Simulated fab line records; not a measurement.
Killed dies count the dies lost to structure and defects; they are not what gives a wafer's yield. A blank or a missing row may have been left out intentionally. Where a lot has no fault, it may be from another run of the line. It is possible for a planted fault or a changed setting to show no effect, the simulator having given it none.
Which tool was responsible? / flow sky130 / 24 lots with 72 wafers sampled at 6 steps, on a route of 708 steps

== WHAT EACH GAUGE READ, for each wafer ==
SKY_METAL1_CD_MEAS_15: target cd 140 nm.
lot=L074; measured=day 32 14:09; on=cd_sem-01; cd_nm (nm)=139.2 139.8 138.6
lot=L075; measured=day 32 17:14; on=cd_sem-01; cd_nm (nm)=137.2 138.6 136.7
lot=L076; measured=day 33 13:20; on=cd_sem-02; cd_nm (nm)=139.6 140.3 139.1
lot=L077; measured=day 33 15:53; on=cd_sem-02; cd_nm (nm)=140.3 139.8 140.1
lot=L078; measured=day 34 07:45; on=cd_sem-01; cd_nm (nm)=141.8 141.7 142.6
lot=L079; measured=day 34 20:29; on=cd_sem-02; cd_nm (nm)=140.3 140.0 140.2
lot=L080; measured=day 34 20:59; on=cd_sem-02; cd_nm (nm)=141.9 140.3 142.0
lot=L081; measured=day 34 22:45; on=cd_sem-02; cd_nm (nm)=142.0 141.3 141.8
lot=L082; measured=day 35 03:51; on=cd_sem-01; cd_nm (nm)=138.7 138.3 138.6
lot=L083; measured=day 35 16:39; on=cd_sem-02; cd_nm (nm)=140.6 141.1 139.8
lot=L084; measured=day 35 19:03; on=cd_sem-02; cd_nm (nm)=139.3 140.0 140.6
lot=L085; measured=day 36 03:49; on=cd_sem-01; cd_nm (nm)=139.1 140.5 141.0
lot=L086; measured=day 36 14:33; on=cd_sem-01; cd_nm (nm)=142.9 142.3 140.6
lot=L087; measured=day 36 22:05; on=cd_sem-02; cd_nm (nm)=141.3 144.1 144.2
lot=L088; measured=day 37 01:01; on=cd_sem-01; cd_nm (nm)=141.0 139.1 139.7
lot=L089; measured=day 37 10:35; on=cd_sem-01; cd_nm (nm)=140.4 138.5 137.8
lot=L090; measured=day 37 21:06; on=cd_sem-01; cd_nm (nm)=139.6 141.1 140.8
lot=L091; measured=day 38 07:23; on=cd_sem-02; cd_nm (nm)=138.4 137.3 137.8
lot=L092; measured=day 39 02:22; on=cd_sem-02; cd_nm (nm)=138.0 140.3 138.6
lot=L093; measured=day 39 03:35; on=cd_sem-02; cd_nm (nm)=138.3 138.6 137.4
lot=L095; measured=day 39 04:51; on=cd_sem-01; cd_nm (nm)=140.5 140.5 139.1
lot=L094; measured=day 39 06:40; on=cd_sem-01; cd_nm (nm)=141.1 141.7 140.2
lot=L096; measured=day 39 11:39; on=cd_sem-02; cd_nm (nm)=141.6 141.0 140.8
lot=L097; measured=day 39 21:09; on=cd_sem-01; cd_nm (nm)=141.9 141.3 144.0

SKY_VIA2_RS_MEAS_22: measures by four-point-probe.
lot=L074; measured=day 36 03:17; on=film_metro-02; VIA2_W_RS (ohm/sq)=0.2731 0.2718 0.2726
lot=L075; measured=day 36 06:35; on=film_metro-04; VIA2_W_RS (ohm/sq)=0.2715 0.2783 0.2712
lot=L076; measured=day 37 01:44; on=film_metro-04; VIA2_W_RS (ohm/sq)=0.2739 0.2710 0.2703
lot=L077; measured=day 37 04:08; on=film_metro-04; VIA2_W_RS (ohm/sq)=0.2781 0.2733 0.2784
lot=L078; measured=day 37 18:53; on=film_metro-04; VIA2_W_RS (ohm/sq)=0.2759 0.2740 0.2733
lot=L079; measured=day 38 09:02; on=film_metro-02; VIA2_W_RS (ohm/sq)=0.2740 0.2761 0.2729
lot=L080; measured=day 38 09:40; on=film_metro-03; VIA2_W_RS (ohm/sq)=0.2749 0.2709 0.2726
lot=L081; measured=day 38 11:53; on=film_metro-02; VIA2_W_RS (ohm/sq)=0.2715 0.2713 0.2716
lot=L082; measured=day 38 16:12; on=film_metro-02; VIA2_W_RS (ohm/sq)=0.2735 0.2730 0.2775
lot=L083; measured=day 39 04:08; on=film_metro-03; VIA2_W_RS (ohm/sq)=0.2758 0.2723 0.2731
lot=L084; measured=day 39 05:17; on=film_metro-04; VIA2_W_RS (ohm/sq)=0.2759 0.2736 0.2746
lot=L085; measured=day 39 14:07; on=film_metro-04; VIA2_W_RS (ohm/sq)=0.2723 0.2765 0.2719
lot=L086; measured=day 39 23:52; on=film_metro-04; VIA2_W_RS (ohm/sq)=0.2764 0.2781 0.2761
lot=L087; measured=day 40 07:05; on=film_metro-03; VIA2_W_RS (ohm/sq)=0.2703 0.2750 0.2705
lot=L088; measured=day 40 10:41; on=film_metro-02; VIA2_W_RS (ohm/sq)=0.2730 0.2749 0.2723
lot=L089; measured=day 40 20:02; on=film_metro-03; VIA2_W_RS (ohm/sq)=0.2777 0.2718 0.2722
lot=L090; measured=day 41 04:32; on=film_metro-03; VIA2_W_RS (ohm/sq)=0.2742 0.2734 0.2768
lot=L091; measured=day 41 14:49; on=film_metro-03; VIA2_W_RS (ohm/sq)=0.2752 0.2772 0.2778
lot=L092; measured=day 42 07:40; on=film_metro-03; VIA2_W_RS (ohm/sq)=0.2722 0.2718 0.2754
lot=L093; measured=day 42 09:08; on=film_metro-04; VIA2_W_RS (ohm/sq)=0.2753 0.2755 0.2719
lot=L095; measured=day 42 10:26; on=film_metro-03; VIA2_W_RS (ohm/sq)=0.2755 0.2762 0.2781
lot=L094; measured=day 42 13:08; on=film_metro-03; VIA2_W_RS (ohm/sq)=0.2781 0.2753 0.2738
lot=L096; measured=day 42 17:32; on=film_metro-03; VIA2_W_RS (ohm/sq)=0.2719 0.2669 0.2690
lot=L097; measured=day 43 01:08; on=film_metro-02; VIA2_W_RS (ohm/sq)=0.2766 0.2748 0.2760

== WHICH TOOL RAN EACH LOT (tool, then ch and the chambers of the sampled wafers, then the start) ==
lot=L074; SKY_CONTACT_ETCH_18=rie_diel-01 ch 0,1,2, day 32 14:09 or earlier; SKY_VIA1_STRIP_16=plasma_asher-04 ch 0,1, day 33 18:06; SKY_VIA2_ETCH_14=rie_diel-03 ch 0,1,2, day 36 02:23; SKY_VIA2_CVD_21=cvd_w-02 ch 0,1, day 36 03:09
lot=L075; SKY_CONTACT_ETCH_18=rie_diel-01 ch 1,2,3, day 32 17:14 or earlier; SKY_VIA1_STRIP_16=plasma_asher-03 ch 0,1, day 33 21:50; SKY_VIA2_ETCH_14=rie_diel-02 ch 0,1,2, day 36 05:16; SKY_VIA2_CVD_21=cvd_w-02 ch 0,1, day 36 06:27
lot=L076; SKY_CONTACT_ETCH_18=rie_diel-02 ch 0,2,3, day 33 13:20 or earlier; SKY_VIA1_STRIP_16=plasma_asher-04 ch 0,1, day 34 17:28; SKY_VIA2_ETCH_14=rie_diel-03 ch 1,2, day 37 00:16; SKY_VIA2_CVD_21=cvd_w-02 ch 0,1, day 37 01:37
lot=L077; SKY_CONTACT_ETCH_18=rie_diel-03 ch 1,2, day 33 15:53 or earlier; SKY_VIA1_STRIP_16=plasma_asher-02 ch 0,1, day 34 20:09; SKY_VIA2_ETCH_14=rie_diel-04 ch 0,1,2, day 37 03:14; SKY_VIA2_CVD_21=cvd_w-02 ch 0,1, day 37 04:00
lot=L078; SKY_CONTACT_ETCH_18=rie_diel-01 ch 1,3, day 34 07:45 or earlier; SKY_VIA1_STRIP_16=plasma_asher-02 ch 0,1, day 35 09:57; SKY_VIA2_ETCH_14=rie_diel-03 ch 0,1, day 37 17:59; SKY_VIA2_CVD_21=cvd_w-01 ch 0,1, day 37 18:46
lot=L079; SKY_CONTACT_ETCH_18=rie_diel-03 ch 0,2,3, day 34 20:29 or earlier; SKY_VIA1_STRIP_16=plasma_asher-03 ch 0,1, day 36 00:39; SKY_VIA2_ETCH_14=rie_diel-03 ch 0,2, day 38 08:08; SKY_VIA2_CVD_21=cvd_w-02 ch 1, day 38 08:54
lot=L080; SKY_CONTACT_ETCH_18=rie_diel-01 ch 0,3, day 34 20:59 or earlier; SKY_VIA1_STRIP_16=plasma_asher-04 ch 0,1, day 36 01:02; SKY_VIA2_ETCH_14=rie_diel-02 ch 0,3, day 38 08:43; SKY_VIA2_CVD_21=cvd_w-01 ch 0,1, day 38 09:31
lot=L081; SKY_CONTACT_ETCH_18=rie_diel-03 ch 1,2,3, day 34 22:45 or earlier; SKY_VIA1_STRIP_16=plasma_asher-04 ch 0,1, day 36 03:00; SKY_VIA2_ETCH_14=rie_diel-04 ch 0,2,3, day 38 10:59; SKY_VIA2_CVD_21=cvd_w-01 ch 0,1, day 38 11:45
lot=L082; SKY_CONTACT_ETCH_18=rie_diel-02 ch 0,1,3, day 35 03:51 or earlier; SKY_VIA1_STRIP_16=plasma_asher-04 ch 1, day 36 08:11; SKY_VIA2_ETCH_14=rie_diel-04 ch 1,3, day 38 15:19; SKY_VIA2_CVD_21=cvd_w-02 ch 0,1, day 38 16:04
lot=L083; SKY_CONTACT_ETCH_18=rie_diel-02 ch 1,2,3, day 35 16:39 or earlier; SKY_VIA1_STRIP_16=plasma_asher-03 ch 0,1, day 36 21:27; SKY_VIA2_ETCH_14=rie_diel-04 ch 0,2, day 39 03:14; SKY_VIA2_CVD_21=cvd_w-02 ch 0,1, day 39 04:01
lot=L084; SKY_CONTACT_ETCH_18=rie_diel-03 ch 0,2,3, day 35 19:03 or earlier; SKY_VIA1_STRIP_16=plasma_asher-03 ch 0,1, day 36 22:32; SKY_VIA2_ETCH_14=rie_diel-02 ch 0,1,2, day 39 04:23; SKY_VIA2_CVD_21=cvd_w-02 ch 0,1, day 39 05:09
lot=L085; SKY_CONTACT_ETCH_18=rie_diel-02 ch 0,2,3, day 36 03:49 or earlier; SKY_VIA1_STRIP_16=plasma_asher-03 ch 0,1, day 37 07:52; SKY_VIA2_ETCH_14=rie_diel-02 ch 2,3, day 39 13:10; SKY_VIA2_CVD_21=cvd_w-02 ch 0,1, day 39 13:58
lot=L086; SKY_CONTACT_ETCH_18=rie_diel-01 ch 2,3, day 36 14:33 or earlier; SKY_VIA1_STRIP_16=plasma_asher-02 ch 0,1, day 37 17:54; SKY_VIA2_ETCH_14=rie_diel-03 ch 0,1,2, day 39 22:56; SKY_VIA2_CVD_21=cvd_w-02 ch 0, day 39 23:44
lot=L087; SKY_CONTACT_ETCH_18=rie_diel-02 ch 0,1,2, day 36 22:05 or earlier; SKY_VIA1_STRIP_16=plasma_asher-03 ch 0,1, day 38 01:27; SKY_VIA2_ETCH_14=rie_diel-03 ch 0,2,3, day 40 06:11; SKY_VIA2_CVD_21=cvd_w-02 ch 0,1, day 40 06:58
lot=L088; SKY_CONTACT_ETCH_18=rie_diel-03 ch 0,1,2, day 37 01:01 or earlier; SKY_VIA1_STRIP_16=plasma_asher-02 ch 1, day 38 04:30; SKY_VIA2_ETCH_14=rie_diel-02 ch 2,3, day 40 09:41; SKY_VIA2_CVD_21=cvd_w-01 ch 1, day 40 10:32
lot=L089; SKY_CONTACT_ETCH_18=rie_diel-01 ch 0,2,3, day 37 10:35 or earlier; SKY_VIA1_STRIP_16=plasma_asher-03 ch 0,1, day 38 14:32; SKY_VIA2_ETCH_14=rie_diel-02 ch 0,1,3, day 40 19:08; SKY_VIA2_CVD_21=cvd_w-01 ch 0,1, day 40 19:55
lot=L090; SKY_CONTACT_ETCH_18=rie_diel-02 ch 0,1,2, day 37 21:06 or earlier; SKY_VIA1_STRIP_16=plasma_asher-04 ch 0,1, day 38 23:56; SKY_VIA2_ETCH_14=rie_diel-04 ch 0,2, day 41 03:38; SKY_VIA2_CVD_21=cvd_w-02 ch 0,1, day 41 04:24
lot=L091; SKY_CONTACT_ETCH_18=rie_diel-01 ch 0,2, day 38 07:23 or earlier; SKY_VIA1_STRIP_16=plasma_asher-03 ch 0,1, day 39 10:16; SKY_VIA2_ETCH_14=rie_diel-03 ch 1,2, day 41 13:53; SKY_VIA2_CVD_21=cvd_w-01 ch 0,1, day 41 14:41
lot=L092; SKY_CONTACT_ETCH_18=rie_diel-01 ch 0,3, day 39 02:22 or earlier; SKY_VIA1_STRIP_16=plasma_asher-04 ch 0,1, day 40 04:50; SKY_VIA2_ETCH_14=rie_diel-04 ch 2,3, day 42 06:44; SKY_VIA2_CVD_21=cvd_w-01 ch 0,1, day 42 07:31
lot=L093; SKY_CONTACT_ETCH_18=rie_diel-03 ch 1,2,3, day 39 03:35 or earlier; SKY_VIA1_STRIP_16=plasma_asher-04 ch 0,1, day 40 05:36; SKY_VIA2_ETCH_14=rie_diel-02 ch 1,2,3, day 42 08:14; SKY_VIA2_CVD_21=cvd_w-01 ch 0,1, day 42 09:00
lot=L095; SKY_CONTACT_ETCH_18=rie_diel-03 ch 0,1,2, day 39 04:51 or earlier; SKY_VIA1_STRIP_16=plasma_asher-02 ch 0,1, day 40 07:11; SKY_VIA2_ETCH_14=rie_diel-04 ch 0,2,3, day 42 09:31; SKY_VIA2_CVD_21=cvd_w-01 ch 0,1, day 42 10:19
lot=L094; SKY_CONTACT_ETCH_18=rie_diel-03 ch 0,1,3, day 39 06:40 or earlier; SKY_VIA1_STRIP_16=plasma_asher-03 ch 1, day 40 08:33; SKY_VIA2_ETCH_14=rie_diel-02 ch 1,2, day 42 12:08; SKY_VIA2_CVD_21=cvd_w-02 ch 0,1, day 42 12:59
lot=L096; SKY_CONTACT_ETCH_18=rie_diel-03 ch 0,2,3, day 39 11:39 or earlier; SKY_VIA1_STRIP_16=plasma_asher-04 ch 1, day 40 13:42; SKY_VIA2_ETCH_14=rie_diel-04 ch 2,3, day 42 16:38; SKY_VIA2_CVD_21=cvd_w-01 ch 0,1, day 42 17:25
lot=L097; SKY_CONTACT_ETCH_18=rie_diel-01 ch 0,3, day 39 21:09 or earlier; SKY_VIA1_STRIP_16=plasma_asher-02 ch 0,1, day 40 23:02; SKY_VIA2_ETCH_14=rie_diel-04 ch 1,2, day 43 00:14; SKY_VIA2_CVD_21=cvd_w-01 ch 0,1, day 43 01:01
- SKY_CONTACT_ETCH_18: etches Si3N4 in CHF3/O2, stops on TiN, time 39 s, target depth 75 nm.
- SKY_VIA1_STRIP_16: strips in O2/N2.
- SKY_VIA2_ETCH_14: etches BARC in N2/H2, stops on SiO2, time 45.9 s, target depth 60 nm.
- SKY_VIA2_CVD_21: deposits W, target thk 420 nm, time 126.4 s.

== WHAT THE TOOLS THEMSELVES READ (means of the sampled wafers that have a number; where no wafer has one, the mark that the record gives instead) ==
SKY_CONTACT_ETCH_18.
lot=L074; tool=rie_diel-01; drypump_motor_current_A (A)=5.79; oes_product_au (a.u.)=0.849; rf_fwd_power_W (W)=592.3; throttle_valve_pct (%)=8.797
lot=L075; tool=rie_diel-01; drypump_motor_current_A (A)=5.99; oes_product_au (a.u.)=0.850; rf_fwd_power_W (W)=591.0; throttle_valve_pct (%)=8.791
lot=L076; tool=rie_diel-02; drypump_motor_current_A (A)=6.00; oes_product_au (a.u.)=0.860; rf_fwd_power_W (W)=592.2; throttle_valve_pct (%)=8.794
lot=L077; tool=rie_diel-03; drypump_motor_current_A (A)=6.32; oes_product_au (a.u.)=0.854; rf_fwd_power_W (W)=586.7; throttle_valve_pct (%)=8.796
lot=L078; tool=rie_diel-01; drypump_motor_current_A (A)=6.16; oes_product_au (a.u.)=0.855; rf_fwd_power_W (W)=590.8; throttle_valve_pct (%)=8.799
lot=L079; tool=rie_diel-03; drypump_motor_current_A (A)=6.08; oes_product_au (a.u.)=0.854; rf_fwd_power_W (W)=594.3; throttle_valve_pct (%)=8.778
lot=L080; tool=rie_diel-01; drypump_motor_current_A (A)=5.84; oes_product_au (a.u.)=0.859; rf_fwd_power_W (W)=591.8; throttle_valve_pct (%)=8.803
lot=L081; tool=rie_diel-03; drypump_motor_current_A (A)=6.17; oes_product_au (a.u.)=0.850; rf_fwd_power_W (W)=592.2; throttle_valve_pct (%)=8.790
lot=L082; tool=rie_diel-02; drypump_motor_current_A (A)=6.01; oes_product_au (a.u.)=0.851; rf_fwd_power_W (W)=591.5; throttle_valve_pct (%)=8.795
lot=L083; tool=rie_diel-02; drypump_motor_current_A (A)=6.05; oes_product_au (a.u.)=0.862; rf_fwd_power_W (W)=593.6; throttle_valve_pct (%)=8.793
lot=L084; tool=rie_diel-03; drypump_motor_current_A (A)=6.08; oes_product_au (a.u.)=0.851; rf_fwd_power_W (W)=592.2; throttle_valve_pct (%)=8.787
lot=L085; tool=rie_diel-02; drypump_motor_current_A (A)=5.98; oes_product_au (a.u.)=0.859; rf_fwd_power_W (W)=592.7; throttle_valve_pct (%)=8.796
lot=L086; tool=rie_diel-01; drypump_motor_current_A (A)=6.01; oes_product_au (a.u.)=0.853; rf_fwd_power_W (W)=591.4; throttle_valve_pct (%)=8.791
lot=L087; tool=rie_diel-02; drypump_motor_current_A (A)=5.76; oes_product_au (a.u.)=0.845; rf_fwd_power_W (W)=593.9; throttle_valve_pct (%)=8.793
lot=L088; tool=rie_diel-03; drypump_motor_current_A (A)=6.13; oes_product_au (a.u.)=0.856; rf_fwd_power_W (W)=592.0; throttle_valve_pct (%)=8.792
lot=L089; tool=rie_diel-01; drypump_motor_current_A (A)=5.82; oes_product_au (a.u.)=0.846; rf_fwd_power_W (W)=592.6; throttle_valve_pct (%)=8.788
lot=L090; tool=rie_diel-02; drypump_motor_current_A (A)=5.79; oes_product_au (a.u.)=0.844; rf_fwd_power_W (W)=592.9; throttle_valve_pct (%)=8.795
lot=L091; tool=rie_diel-01; drypump_motor_current_A (A)=5.61; oes_product_au (a.u.)=0.851; rf_fwd_power_W (W)=597.3; throttle_valve_pct (%)=8.789
lot=L092; tool=rie_diel-01; drypump_motor_current_A (A)=6.05; oes_product_au (a.u.)=0.855; rf_fwd_power_W (W)=593.8; throttle_valve_pct (%)=8.789
lot=L093; tool=rie_diel-03; drypump_motor_current_A (A)=6.18; oes_product_au (a.u.)=0.855; rf_fwd_power_W (W)=589.8; throttle_valve_pct (%)=8.797
lot=L095; tool=rie_diel-03; drypump_motor_current_A (A)=6.12; oes_product_au (a.u.)=0.843; rf_fwd_power_W (W)=591.1; throttle_valve_pct (%)=8.791
lot=L094; tool=rie_diel-03; drypump_motor_current_A (A)=6.02; oes_product_au (a.u.)=0.855; rf_fwd_power_W (W)=592.6; throttle_valve_pct (%)=8.788
lot=L096; tool=rie_diel-03; drypump_motor_current_A (A)=6.08; oes_product_au (a.u.)=0.851; rf_fwd_power_W (W)=591.9; throttle_valve_pct (%)=8.790
lot=L097; tool=rie_diel-01; drypump_motor_current_A (A)=5.85; oes_product_au (a.u.)=0.849; rf_fwd_power_W (W)=593.8; throttle_valve_pct (%)=8.793

SKY_VIA1_STRIP_16.
lot=L074; tool=plasma_asher-04; drypump_motor_current_A (A)=5.8; oes_product_au (a.u.)=0.416; strip_time_to_endpoint_s (s)=4.440
lot=L075; tool=plasma_asher-03; drypump_motor_current_A (A)=6.0; oes_product_au (a.u.)=0.417; strip_time_to_endpoint_s (s)=4.480
lot=L076; tool=plasma_asher-04; drypump_motor_current_A (A)=5.8; oes_product_au (a.u.)=0.417; strip_time_to_endpoint_s (s)=4.415
lot=L077; tool=plasma_asher-02; drypump_motor_current_A (A)=5.3; oes_product_au (a.u.)=0.418; strip_time_to_endpoint_s (s)=4.502
lot=L078; tool=plasma_asher-02; drypump_motor_current_A (A)=5.1; oes_product_au (a.u.)=0.415; strip_time_to_endpoint_s (s)=4.495
lot=L079; tool=plasma_asher-03; drypump_motor_current_A (A)=6.0; oes_product_au (a.u.)=0.414; strip_time_to_endpoint_s (s)=4.491
lot=L080; tool=plasma_asher-04; drypump_motor_current_A (A)=5.8; oes_product_au (a.u.)=0.417; strip_time_to_endpoint_s (s)=4.466
lot=L081; tool=plasma_asher-04; drypump_motor_current_A (A)=5.8; oes_product_au (a.u.)=0.415; strip_time_to_endpoint_s (s)=4.439
lot=L082; tool=plasma_asher-04; drypump_motor_current_A (A)=5.6; oes_product_au (a.u.)=0.421; strip_time_to_endpoint_s (s)=4.480
lot=L083; tool=plasma_asher-03; drypump_motor_current_A (A)=6.1; oes_product_au (a.u.)=0.416; strip_time_to_endpoint_s (s)=4.467
lot=L084; tool=plasma_asher-03; drypump_motor_current_A (A)=6.1; oes_product_au (a.u.)=0.419; strip_time_to_endpoint_s (s)=4.454
lot=L085; tool=plasma_asher-03; drypump_motor_current_A (A)=6.0; oes_product_au (a.u.)=0.416; strip_time_to_endpoint_s (s)=4.509
lot=L086; tool=plasma_asher-02; drypump_motor_current_A (A)=5.3; oes_product_au (a.u.)=0.413; strip_time_to_endpoint_s (s)=4.455
lot=L087; tool=plasma_asher-03; drypump_motor_current_A (A)=6.0; oes_product_au (a.u.)=0.413; strip_time_to_endpoint_s (s)=4.470
lot=L088; tool=plasma_asher-02; drypump_motor_current_A (A)=4.9; oes_product_au (a.u.)=0.417; strip_time_to_endpoint_s (s)=4.486
lot=L089; tool=plasma_asher-03; drypump_motor_current_A (A)=6.1; oes_product_au (a.u.)=0.420; strip_time_to_endpoint_s (s)=4.472
lot=L090; tool=plasma_asher-04; drypump_motor_current_A (A)=5.9; oes_product_au (a.u.)=0.417; strip_time_to_endpoint_s (s)=4.492
lot=L091; tool=plasma_asher-03; drypump_motor_current_A (A)=6.0; oes_product_au (a.u.)=0.418; strip_time_to_endpoint_s (s)=4.504
lot=L092; tool=plasma_asher-04; drypump_motor_current_A (A)=5.8; oes_product_au (a.u.)=0.416; strip_time_to_endpoint_s (s)=4.449
lot=L093; tool=plasma_asher-04; drypump_motor_current_A (A)=5.8; oes_product_au (a.u.)=0.417; strip_time_to_endpoint_s (s)=4.470
lot=L095; tool=plasma_asher-02; drypump_motor_current_A (A)=5.1; oes_product_au (a.u.)=0.420; strip_time_to_endpoint_s (s)=4.473
lot=L094; tool=plasma_asher-03; drypump_motor_current_A (A)=6.2; oes_product_au (a.u.)=0.416; strip_time_to_endpoint_s (s)=4.483
lot=L096; tool=plasma_asher-04; drypump_motor_current_A (A)=5.6; oes_product_au (a.u.)=0.419; strip_time_to_endpoint_s (s)=4.459
lot=L097; tool=plasma_asher-02; drypump_motor_current_A (A)=5.3; oes_product_au (a.u.)=0.422; strip_time_to_endpoint_s (s)=4.512

SKY_VIA2_ETCH_14.
lot=L074; tool=rie_diel-03; drypump_motor_current_A (A)=6.2; h2_flow_sccm (sccm)=199.1; oes_product_au (a.u.)=0.857; rf_fwd_power_W (W)=492.9; throttle_valve_pct (%)=13.222
lot=L075; tool=rie_diel-02; drypump_motor_current_A (A)=5.8; h2_flow_sccm (sccm)=200.2; oes_product_au (a.u.)=0.855; rf_fwd_power_W (W)=496.3; throttle_valve_pct (%)=13.221
lot=L076; tool=rie_diel-03; drypump_motor_current_A (A)=6.3; h2_flow_sccm (sccm)=200.4; oes_product_au (a.u.)=0.855; rf_fwd_power_W (W)=492.0; throttle_valve_pct (%)=13.226
lot=L077; tool=rie_diel-04; drypump_motor_current_A (A)=5.8; h2_flow_sccm (sccm)=199.6; oes_product_au (a.u.)=0.851; rf_fwd_power_W (W)=495.7; throttle_valve_pct (%)=13.227
lot=L078; tool=rie_diel-03; drypump_motor_current_A (A)=6.1; h2_flow_sccm (sccm)=199.9; oes_product_au (a.u.)=0.852; rf_fwd_power_W (W)=492.5; throttle_valve_pct (%)=13.226
lot=L079; tool=rie_diel-03; drypump_motor_current_A (A)=6.1; h2_flow_sccm (sccm)=200.4; oes_product_au (a.u.)=0.855; rf_fwd_power_W (W)=492.4; throttle_valve_pct (%)=13.225
lot=L080; tool=rie_diel-02; drypump_motor_current_A (A)=6.0; h2_flow_sccm (sccm)=199.5; oes_product_au (a.u.)=0.853; rf_fwd_power_W (W)=493.3; throttle_valve_pct (%)=13.222
lot=L081; tool=rie_diel-04; drypump_motor_current_A (A)=5.6; h2_flow_sccm (sccm)=200.3; oes_product_au (a.u.)=0.859; rf_fwd_power_W (W)=496.7; throttle_valve_pct (%)=13.222
lot=L082; tool=rie_diel-04; drypump_motor_current_A (A)=5.6; h2_flow_sccm (sccm)=200.1; oes_product_au (a.u.)=0.859; rf_fwd_power_W (W)=493.2; throttle_valve_pct (%)=13.225
lot=L083; tool=rie_diel-04; drypump_motor_current_A (A)=5.6; h2_flow_sccm (sccm)=200.0; oes_product_au (a.u.)=0.854; rf_fwd_power_W (W)=497.5; throttle_valve_pct (%)=13.237
lot=L084; tool=rie_diel-02; drypump_motor_current_A (A)=5.8; h2_flow_sccm (sccm)=199.6; oes_product_au (a.u.)=0.856; rf_fwd_power_W (W)=494.1; throttle_valve_pct (%)=13.218
lot=L085; tool=rie_diel-02; drypump_motor_current_A (A)=6.0; h2_flow_sccm (sccm)=200.3; oes_product_au (a.u.)=0.853; rf_fwd_power_W (W)=494.4; throttle_valve_pct (%)=13.228
lot=L086; tool=rie_diel-03; drypump_motor_current_A (A)=6.1; h2_flow_sccm (sccm)=200.2; oes_product_au (a.u.)=0.857; rf_fwd_power_W (W)=492.2; throttle_valve_pct (%)=13.227
lot=L087; tool=rie_diel-03; drypump_motor_current_A (A)=6.1; h2_flow_sccm (sccm)=200.5; oes_product_au (a.u.)=0.851; rf_fwd_power_W (W)=494.0; throttle_valve_pct (%)=13.229
lot=L088; tool=rie_diel-02; drypump_motor_current_A (A)=6.3; h2_flow_sccm (sccm)=199.8; oes_product_au (a.u.)=0.856; rf_fwd_power_W (W)=494.1; throttle_valve_pct (%)=13.218
lot=L089; tool=rie_diel-02; drypump_motor_current_A (A)=6.0; h2_flow_sccm (sccm)=200.2; oes_product_au (a.u.)=0.853; rf_fwd_power_W (W)=495.0; throttle_valve_pct (%)=13.222
lot=L090; tool=rie_diel-04; drypump_motor_current_A (A)=5.8; h2_flow_sccm (sccm)=199.7; oes_product_au (a.u.)=0.853; rf_fwd_power_W (W)=494.1; throttle_valve_pct (%)=13.234
lot=L091; tool=rie_diel-03; drypump_motor_current_A (A)=6.3; h2_flow_sccm (sccm)=200.1; oes_product_au (a.u.)=0.854; rf_fwd_power_W (W)=494.1; throttle_valve_pct (%)=13.232
lot=L092; tool=rie_diel-04; drypump_motor_current_A (A)=5.7; h2_flow_sccm (sccm)=200.1; oes_product_au (a.u.)=0.858; rf_fwd_power_W (W)=495.1; throttle_valve_pct (%)=13.217
lot=L093; tool=rie_diel-02; drypump_motor_current_A (A)=6.0; h2_flow_sccm (sccm)=199.9; oes_product_au (a.u.)=0.859; rf_fwd_power_W (W)=494.7; throttle_valve_pct (%)=13.218
lot=L095; tool=rie_diel-04; drypump_motor_current_A (A)=5.6; h2_flow_sccm (sccm)=199.9; oes_product_au (a.u.)=0.854; rf_fwd_power_W (W)=495.9; throttle_valve_pct (%)=13.220
lot=L094; tool=rie_diel-02; drypump_motor_current_A (A)=5.8; h2_flow_sccm (sccm)=199.8; oes_product_au (a.u.)=0.850; rf_fwd_power_W (W)=494.0; throttle_valve_pct (%)=13.231
lot=L096; tool=rie_diel-04; drypump_motor_current_A (A)=5.7; h2_flow_sccm (sccm)=200.4; oes_product_au (a.u.)=0.852; rf_fwd_power_W (W)=496.1; throttle_valve_pct (%)=13.226
lot=L097; tool=rie_diel-04; drypump_motor_current_A (A)=5.9; h2_flow_sccm (sccm)=199.3; oes_product_au (a.u.)=0.857; rf_fwd_power_W (W)=492.9; throttle_valve_pct (%)=13.224

SKY_VIA2_CVD_21.
lot=L074; tool=cvd_w-02; heater_power_w (W)=810
lot=L075; tool=cvd_w-02; heater_power_w (W)=914
lot=L076; tool=cvd_w-02; heater_power_w (W)=918
lot=L077; tool=cvd_w-02; heater_power_w (W)=813
lot=L078; tool=cvd_w-01; heater_power_w (W)=1002
lot=L079; tool=cvd_w-02; heater_power_w (W)=749
lot=L080; tool=cvd_w-01; heater_power_w (W)=1017
lot=L081; tool=cvd_w-01; heater_power_w (W)=1026
lot=L082; tool=cvd_w-02; heater_power_w (W)=826
lot=L083; tool=cvd_w-02; heater_power_w (W)=924
lot=L084; tool=cvd_w-02; heater_power_w (W)=920
lot=L085; tool=cvd_w-02; heater_power_w (W)=918
lot=L086; tool=cvd_w-02; heater_power_w (W)=1004
lot=L087; tool=cvd_w-02; heater_power_w (W)=919
lot=L088; tool=cvd_w-01; heater_power_w (W)=963
lot=L089; tool=cvd_w-01; heater_power_w (W)=895
lot=L090; tool=cvd_w-02; heater_power_w (W)=917
lot=L091; tool=cvd_w-01; heater_power_w (W)=840
lot=L092; tool=cvd_w-01; heater_power_w (W)=835
lot=L093; tool=cvd_w-01; heater_power_w (W)=874
lot=L095; tool=cvd_w-01; heater_power_w (W)=827
lot=L094; tool=cvd_w-02; heater_power_w (W)=829
lot=L096; tool=cvd_w-01; heater_power_w (W)=885
lot=L097; tool=cvd_w-01; heater_power_w (W)=898

== THE ANSWER, worked out from the rows above alone ==
Rule: usual is defined by the lots themselves. Put in order of their means at a reading, lots are off if they are a third of the lots or fewer, leave a main group of 4 or more, and stand apart from it by a gap of 3 or more times the standard deviation of the main group's means; of several such gaps the widest counts. Not used: any main group whose means are identical at the precision the tables above print for the reading. A lot without any number at a reading at which 4 lots or more have one is off too. Where the step has rows for the other lots, those lots are counted as sound. Order of review: gauges by route order, followed by the tools' own readings, for which a lot's mean as printed above is used. The first step at which some lot is off is used, and at that step the reading that is off furthest; a lot without a number counts as furthest.
Nothing can be told from this: no lot is off at any reading shown.

== WHAT THE SIMULATOR HAD INSERTED ==
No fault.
